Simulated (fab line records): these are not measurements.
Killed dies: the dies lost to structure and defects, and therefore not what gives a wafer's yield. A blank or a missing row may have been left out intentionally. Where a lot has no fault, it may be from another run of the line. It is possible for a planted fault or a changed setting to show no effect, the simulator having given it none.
Code-filled problem report in 8D (eight disciplines) form	flow sky130	the parts of the form that need people (team, actions taken, sign-off) are left out

## 1. WHAT WENT WRONG
Wafers without a fault read 74.2 s, standard deviation 0.36; run length s at SKY_FIELD_ISO_ETCH_14 reads a mean of 40.8 s on 2 wafers belonging to 2 lots. Measured from the usual mean, that is -93 standard deviations.
The step: etches BARC in N2/H2, stops on SiO2, time 45.9 s, target depth 60 nm.
Seen first at day 6 17:49 on rie diel-03, wafer L216.3. The record has a number at this step for 38 wafers belonging to 14 lots. By rule, "out" or "out of limits" means more than 4 standard deviations away from the usual mean. The other wafers with a number count as sound.

## 2. WHAT IT IS AND WHAT IT IS NOT
question	is	is not
which readings at this step	run length s, oes product au	drypump motor current A
which lots	L216, L218	L195, L196, L197, L198, L199, L200, L201, L202, L205, L207, L209, L212
which wafers of those lots	all that have a number	-
read on which tools	rie diel-03	rie diel-02, rie diel-04
when	from day 6 17:49	up to then (36 sound wafers)

## 3. SUSPECTS, AND WHAT RULES EACH OUT
Counting: a tool at any process step up to the reading remains a suspect when it ran all the lots that are out and ran no sound lot after the first of those.
- rie diel-03 at SKY_FIELD_ISO_ETCH_14 (etches BARC in N2/H2, stops on SiO2, time 45.9 s, target depth 60 nm): kept. It processed each lot that is out, first L216 at day 6 17:49, and no sound lot thereafter; up to then, the last sound lot it processed was L207 at day 4 22:37. On those wafers its own readings are out: oes product au, run length s.
The count leaves rie diel-03 at SKY_FIELD_ISO_ETCH_14.

## 4. THE CAUSE (what the simulator had put in)
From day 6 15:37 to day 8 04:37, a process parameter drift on rie diel-03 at SKY_FIELD_ISO_ETCH_14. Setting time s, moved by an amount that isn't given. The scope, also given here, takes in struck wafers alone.
Counting left only this tool.

## 5. THE CHAIN OF EFFECTS, in route order
Each row: a reading where the mean over the struck wafers with a number is more than 3 standard deviations away from the usual. Readings are gone through only where the record gives a usual standard deviation; hours: the median, over the lots, of the time from a lot's start at the first step in this table giving one to that lot's start at this step; sigmas: the change measured in usual standard deviations.
hours	step	reading	usual	on struck wafers	change	sigmas
0	SKY_FIELD_ISO_ETCH_14	oes product au	0.855 a.u.	1.002	+0.147	+31
0	SKY_FIELD_ISO_ETCH_14	run length s	74.2 s	40.8	-33.4	-93
0	SKY_FIELD_ISO_ETCH_15	oes product au	0.944 a.u.	0.377	-0.567	-81
0	SKY_FIELD_ISO_ETCH_15	throttle valve pct	8.843 %	8.665	-0.178	-19
0	SKY_FIELD_ISO_STRIP_16	oes product au	0.379 a.u.	0.393	+0.014	+3.2
0	SKY_FIELD_ISO_STRIP_16	strip time to endpoint s	3.566 s	3.913	+0.348	+12
Here are the process steps it includes:
- SKY_FIELD_ISO_ETCH_14: etches BARC in N2/H2, stops on SiO2, time 45.9 s, target depth 60 nm.
- SKY_FIELD_ISO_ETCH_15: etches the open film in CHF3/O2, stops on Si, target depth 180 nm, time 72 s.
- SKY_FIELD_ISO_STRIP_16: strips in O2/N2.
At these later measuring or inspecting steps, every struck wafer for which the step has a row has a number for every such reading, and none has moved that far: SKY_DNWELL_TW_MEAS_09.

## 6. HOW IT WOULD HAVE BEEN CAUGHT EARLIER
In this record the first reading out of limits was taken at day 6 17:49, 2 hours after the fault began at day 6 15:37.
